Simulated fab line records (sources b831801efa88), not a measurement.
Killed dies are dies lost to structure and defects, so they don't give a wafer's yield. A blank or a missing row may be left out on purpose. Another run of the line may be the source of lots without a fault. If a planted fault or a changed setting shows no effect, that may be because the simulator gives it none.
Which tool is to blame? -- flow gf180mcu -- 36 wafers from 12 lots sampled at 6 of the route's 602 steps

== WHAT THE GAUGES SHOWED, per wafer ==
GF_POLY_GATE_THK_MEAS_01. Usual: POLY_GATE_CVD_00_THK typically reads 199.2 nm, with standard deviation 1.7.
lot,measured,on,POLY_GATE_CVD_00_THK (nm),flag
L874,day 8 09:18,film metro-04,200.0 201.1 201.0,
L877,day 9 12:07,film metro-02,201.6 200.2 199.3,
L878,day 10 00:40,film metro-02,197.9 198.5 198.3,
L879,day 10 00:40,film metro-01,196.3 197.1 196.1,
L880,day 10 14:14,film metro-04,167.1 168.9 168.4,OFF
L881,day 10 20:22,film metro-02,172.3 172.4 172.5,OFF
L891,day 13 09:10,film metro-02,197.0 197.2 198.0,
L892,day 13 12:40,film metro-01,199.5 200.5 199.3,
L894,day 14 00:56,film metro-01,199.0 198.2 198.8,
L895,day 14 10:13,film metro-01,199.3 197.5 196.7,
L896,day 14 16:24,film metro-02,199.6 198.8 198.3,
L897,day 15 03:24,film metro-02,198.0 197.1 196.2,

GF_POLY_GATE_CD_MEAS_10: the cd target is 280 nm. Usual: cd nm reads 280.2 nm (standard deviation 1.1).
lot,measured,on,cd nm (nm),flag
L874,day 9 02:19,cd sem-01,280.4 280.2 281.7,
L877,day 10 04:04,cd sem-01,280.8 279.1 280.3,
L878,day 10 17:43,cd sem-02,280.3 281.3 279.9,
L879,day 10 17:52,cd sem-02,282.3 281.5 280.8,
L880,day 11 07:41,cd sem-01,280.7 279.8 281.3,
L881,day 11 14:44,cd sem-02,281.5 281.8 282.2,
L891,day 14 05:41,cd sem-01,278.6 279.5 278.6,
L892,day 14 09:32,cd sem-02,280.6 281.0 279.7,
L894,day 14 21:41,cd sem-02,279.7 280.1 279.8,
L895,day 15 07:29,cd sem-01,281.4 279.8 280.3,
L896,day 15 14:36,cd sem-01,278.0 278.8 280.3,
L897,day 16 01:32,cd sem-01,281.8 281.3 282.5,

GF_POLY_GATE_OVL_MEAS_11. Usual: POLY_GATE_OVL typically reads -2 nm, with standard deviation 4.3.
lot,measured,on,POLY_GATE_OVL (nm),flag
L874,day 9 02:25,overlay-01,5 1 3,
L877,day 10 04:11,overlay-02,-1 3 -2,
L878,day 10 17:50,overlay-02,-7 -11 -7,
L879,day 10 17:58,overlay-02,5 4 3,
L880,day 11 07:49,overlay-02,-3 -3 1,
L881,day 11 14:52,overlay-01,-1 -2 -3,
L891,day 14 05:47,overlay-01,-2 -2 -1,
L892,day 14 09:38,overlay-01,2 -4 -5,
L894,day 14 21:47,overlay-02,-5 -5 -3,
L895,day 15 07:35,overlay-01,2 1 0,
L896,day 15 14:42,overlay-02,-7 -5 -12,
L897,day 16 01:40,overlay-01,5 1 2,

GF_HV_LDD_CD_MEAS_07: the cd target is 400 nm. Usual: cd nm reads 399.7 nm (standard deviation 2.1).
lot,measured,on,cd nm (nm),flag
L874,day 9 23:30,cd sem-01,399.0 400.3 399.4,
L877,day 11 05:07,cd sem-02,400.6 399.0 399.0,
L878,day 11 14:49,cd sem-01,400.7 399.7 400.8,
L879,day 11 15:03,cd sem-02,398.7 397.3 397.2,
L880,day 12 04:01,cd sem-02,403.4 401.2 401.3,
L881,day 12 12:26,cd sem-02,397.9 397.1 397.0,
L891,day 15 04:33,cd sem-02,398.5 396.6 398.2,
L892,day 15 08:27,cd sem-02,400.4 400.8 401.5,
L894,day 15 21:06,cd sem-01,400.5 403.7 402.0,
L895,day 16 09:35,cd sem-01,396.3 399.4 397.7,
L896,day 16 14:07,cd sem-01,396.0 398.7 397.1,
L897,day 17 02:22,cd sem-02,402.1 401.4 397.4,

== WHICH TOOL RAN EACH LOT (tool, then ch and the chambers of the sampled wafers, then the start) ==
lot,GF_POLY_GATE_CVD_00,GF_POLY_GATE_ETCH_13
L874,"lpcvd-02 ch 1, day 8 07:57","rie si-01 ch 0,3, day 9 02:30"
L877,"lpcvd-01 ch 1, day 9 10:47","rie si-01 ch 0,1,2, day 10 04:16"
L878,"lpcvd-02 ch 0, day 9 23:20","rie si-01 ch 1,2,3, day 10 17:55"
L879,"lpcvd-02 ch 0, day 9 23:20","rie si-02 ch 0,2, day 10 18:03"
L880,"lpcvd-02 ch 1, day 10 12:55","rie si-02 ch 0,1,3, day 11 07:54"
L881,"lpcvd-02 ch 1, day 10 18:22","rie si-01 ch 1,2, day 11 14:57"
L891,"lpcvd-02 ch 0, day 13 07:49","rie si-01 ch 0,2,3, day 14 05:52"
L892,"lpcvd-02 ch 0, day 13 11:19","rie si-01 ch 0,1,2, day 14 09:43"
L894,"lpcvd-01 ch 0, day 13 23:35","rie si-01 ch 0,2,3, day 14 21:52"
L895,"lpcvd-01 ch 0, day 14 08:53","rie si-02 ch 0,3, day 15 07:40"
L896,"lpcvd-02 ch 1, day 14 15:03","rie si-01 ch 0,3, day 15 14:46"
L897,"lpcvd-02 ch 1, day 15 02:04","rie si-02 ch 1,2,3, day 16 01:44"
- GF_POLY_GATE_CVD_00: deposits poly-Si, target thk 200 nm, time 1200 s.
- GF_POLY_GATE_ETCH_13: etches poly-Si in HBr/Cl2, stops on SiO2, target depth 198.5 nm, time 69.6 s.

== AS READ BY THE TOOLS THEMSELVES (means over the sampled wafers that have a number; for cases with no such wafer, the mark the record gives instead) ==
GF_POLY_GATE_CVD_00. Usual: for spike tc bottom C, 644.4 C with a standard deviation of 1.2; for spike tc centre C, 620.9 C with a standard deviation of 1.4; for spike tc lower C, 619.7 C with a standard deviation of 1.3; for spike tc top C, 637.5 C with a standard deviation of 1.4; for spike tc upper C, 619.4 C with a standard deviation of 1.3; for susceptor temp C, 619.95 C with a standard deviation of 0.29; for zone power bottom pct, 13.2 % with a standard deviation of 0.89.
lot,tool,spike tc bottom C (C),spike tc centre C (C),spike tc lower C (C),spike tc top C (C),spike tc upper C (C),susceptor temp C (C),zone power bottom pct (%),flag
L874,lpcvd-02,642.8,622.6,620.9,636.7,620.4,619.98,13.1,
L877,lpcvd-01,645.6,619.6,621.3,640.4,619.1,619.81,15.0,
L878,lpcvd-02,645.2,619.0,619.0,638.4,619.7,620.24,14.1,
L879,lpcvd-02,645.3,620.6,619.3,638.3,618.9,620.21,14.0,
L880,lpcvd-02,636.3,616.1,613.0,630.6,613.5,613.46,12.7,OFF
L881,lpcvd-02,637.7,615.9,613.5,629.4,612.8,613.40,12.8,OFF
L891,lpcvd-02,646.0,620.1,621.0,637.7,618.7,619.49,14.1,
L892,lpcvd-02,645.3,619.5,620.0,638.4,618.5,620.35,14.1,
L894,lpcvd-01,644.4,620.2,618.6,636.0,619.5,619.57,12.1,
L895,lpcvd-01,643.5,621.2,619.0,637.9,617.8,619.73,12.3,
L896,lpcvd-02,644.7,622.6,620.4,636.7,620.6,619.65,13.0,
L897,lpcvd-02,643.3,621.5,619.1,636.9,620.7,619.59,13.2,

GF_POLY_GATE_ETCH_13. Usual: drypump motor current A 5.7 A, standard deviation 0.41; oes product au 0.988 a.u., standard deviation 0.0079; throttle valve pct 33.683 %, standard deviation 0.0096.
lot,tool,drypump motor current A (A),oes product au (a.u.),throttle valve pct (%),flag
L874,rie si-01,5.8,0.977,33.680,
L877,rie si-01,5.4,0.991,33.682,
L878,rie si-01,5.7,0.977,33.682,
L879,rie si-02,6.0,0.979,33.673,
L880,rie si-02,5.6,0.887,33.679,OFF
L881,rie si-01,5.5,0.904,33.681,OFF
L891,rie si-01,5.7,0.988,33.687,
L892,rie si-01,5.4,0.994,33.673,
L894,rie si-01,5.7,0.989,33.684,
L895,rie si-02,5.7,0.988,33.681,
L896,rie si-01,5.8,0.991,33.682,
L897,rie si-02,6.0,0.987,33.686,

== THE ANSWER, worked out from the rows above alone ==
Rule: lot off if the mean of its wafers having a number is beyond 3 standard deviations from the usual mean. Also off: a lot with no number at a reading for which 4 or more lots have one. Any other lot the step has rows for is counted as sound. The gauges are gone through in route order, then the tools' own readings, and for those a lot's mean is taken as printed above. At the first step where some lot is off, the reading lying furthest off is the one used; lots without a number count as furthest.
Off: L880, L881, seen at GF_POLY_GATE_THK_MEAS_01 (POLY_GATE_CVD_00_THK).
A tool fits if, at a process step before that reading, it ran every lot that is off, and no sound lot after the first of them. The gauges at GF_POLY_GATE_THK_MEAS_01 aren't tried: what is off there is off at GF_POLY_GATE_CVD_00 too, on other tools, and a gauge's error can't cause that. None of those tried fits.

== WHAT THE SIMULATOR PUT IN ==
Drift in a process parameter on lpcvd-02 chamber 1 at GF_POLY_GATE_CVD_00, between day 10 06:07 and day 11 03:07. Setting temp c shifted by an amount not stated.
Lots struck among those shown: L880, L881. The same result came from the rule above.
